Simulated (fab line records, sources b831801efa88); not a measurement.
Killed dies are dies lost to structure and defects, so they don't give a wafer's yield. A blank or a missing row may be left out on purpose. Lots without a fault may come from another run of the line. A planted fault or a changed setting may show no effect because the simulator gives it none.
A struck lot beside a sound one | flow sfq_line | 20 steps out of a route of 325
Sound: wafers L424.4, L424.5, L424.6. Struck: wafer L430.2. (L430.1, L430.4 of the same lot were not struck and are left out.) The cause comes at the end.
At each step with rows: each side's tool, then ch and its chambers, then its first start. Under that, the readings that differ: sound wafers | struck wafers | difference of the means | sigmas: that difference in standard deviations of wafers without a fault.
alike: readings whose means differ by less than 2 such deviations, and words and numbers that are the same on both sides. not compared: withheld readings, readings that some wafer has no value for, bounds like >300 that may hide the same value, and numbers for which the record gives no deviation and whose values overlap.
The two part at a step that has a row with sigmas, a row that says differs or no value, or rows on one side only. Numbers that don't overlap but have no deviation are shown without sigmas and don't part them. A reading that every wafer of one side lacks parts them only if that side has two wafers or more.

first, 3 steps without rows for these wafers: SFQ_TRILAYER_I6_VIA_LITHO_EXPOSE_170 (exposes mask I6, target cd 700 nm); SFQ_TRILAYER_I6_VIA_LITHO_PEB_172 (peb time 60 s); SFQ_TRILAYER_I6_VIA_LITHO_DEVELOP_171 (time 60 s).
SFQ_I6_OVL_MEAS_942:
  sound on overlay-02, day 80 08:53; struck on overlay-01, day 81 19:40
  reading     | sound  | struck | difference | sigmas
  I6_OVL (nm) | -1 0 8 | -13    | -15        | -3
SFQ_TRILAYER_I6_VIA_BARC_OPEN_VIA_ETCH_235: etches BARC in O2, target depth 125 nm, time 41.7 s.
  sound on rie_diel-01 ch 0,1, day 80 08:54; struck on rie_diel-02 ch 0, day 81 19:42
  alike: drypump_motor_current_A, oes_product_au
  not compared: rf_hours_counter_h
SFQ_TRILAYER_I6_VIA_ETCH_VIA_ETCH_172: etches SiO2 in CHF3, stops on Nb, target depth 260 nm.
  sound on rie_diel-01 ch 0,1, day 80 08:56; struck on rie_diel-02 ch 0, day 81 19:44
  alike: drypump_motor_current_A, oes_product_au
SFQ_TRILAYER_I6_VIA_STRIP_STRIP_173: strips in O2.
  sound on rie_metal-01 ch 0,1, day 80 09:15; struck on rie_metal-03 ch 0, day 81 19:51
  reading                | sound             | struck | difference                   | sigmas
  oes_product_au (a.u.)  | 0.999 0.995 1.006 | 1.020  | +0.020                       | +2
  rf_hours_counter_h (h) | - - -             | 122    | no value on the sound wafers |
  alike: drypump_motor_current_A
then, 2 steps without rows for these wafers: SFQ_TRILAYER_I6_VIA_STRIP_SOLV_CLEAN_174 (cleans in NMP, time 600 s); SFQ_TRILAYER_M7_DEP_PRE_CLEAN_176 (time 22.5 s).
SFQ_TRILAYER_M7_DEP_SPUTTER_175: material Nb, target thk 200 nm, time 133.3 s.
  sound on pvd_sputter-05, day 80 09:51; struck on pvd_sputter-05, day 81 20:39
  alike: throttle_valve_pct
SFQ_M7_RS_MEAS_943: measures by four-point-probe.
  sound on film_metro-04, day 80 10:00; struck on film_metro-03, day 81 20:44
  alike: M7_NB_RS
SFQ_TRILAYER_M7_LITHO_COAT_182: resist thk 62 nm.
  sound on litho_track-01 ch 0, day 80 10:16; struck on litho_track-01 ch 0, day 81 20:55
  reading                                              | sound          | struck | difference | sigmas
  model.BARC_of_TRILAYER_M7_LITHO_COAT_182.thk_nm (nm) | 61.92 62 61.84 | 66.4   | +4.5       |
  alike: exhaust_pa
then, 5 steps without rows for these wafers: SFQ_TRILAYER_M7_LITHO_COAT_177 (resist thk 600 nm); SFQ_TRILAYER_M7_LITHO_SOFTBAKE_181; SFQ_TRILAYER_M7_LITHO_EXPOSE_178 (exposes mask M7, target cd 500 nm); SFQ_TRILAYER_M7_LITHO_PEB_180 (peb time 60 s); SFQ_TRILAYER_M7_LITHO_DEVELOP_179 (time 60 s).
SFQ_M7_OVL_MEAS_945:
  sound on overlay-01, day 80 17:59; struck on overlay-02, day 81 23:47
  alike: M7_OVL
SFQ_TRILAYER_M7_BARC_OPEN_METAL_ETCH_229: etches BARC in O2, target depth 125 nm, time 41.7 s.
  sound on rie_metal-02 ch 0,1, day 80 18:01; struck on rie_metal-02 ch 1, day 81 23:50
  reading                  | sound             | struck | difference                   | sigmas
  oes_product_au (a.u.)    | 0.685 0.680 0.683 | 0.712  | +0.029                       | +7
  rf_hours_counter_h (h)   | - - -             | 77     | no value on the sound wafers |
  model.etch.depth_nm (nm) | 61.92 62 61.84    | 66.4   | +4.5                         |
  alike: drypump_motor_current_A
SFQ_TRILAYER_M7_ETCH_METAL_ETCH_180: etches Nb in Cl2/Ar, stops on SiO2, target depth 240 nm, time 120 s.
  sound on rie_metal-02 ch 0,1, day 80 18:06; struck on rie_metal-02 ch 1, day 81 23:53
  reading                | sound | struck | difference                   | sigmas
  rf_hours_counter_h (h) | - - - | 77     | no value on the sound wafers |
  alike: drypump_motor_current_A, oes_product_au

WHERE THEY PART
First at SFQ_I6_OVL_MEAS_942; last, within this record, at SFQ_TRILAYER_M7_ETCH_METAL_ETCH_180.

WHY: what the simulator had put in
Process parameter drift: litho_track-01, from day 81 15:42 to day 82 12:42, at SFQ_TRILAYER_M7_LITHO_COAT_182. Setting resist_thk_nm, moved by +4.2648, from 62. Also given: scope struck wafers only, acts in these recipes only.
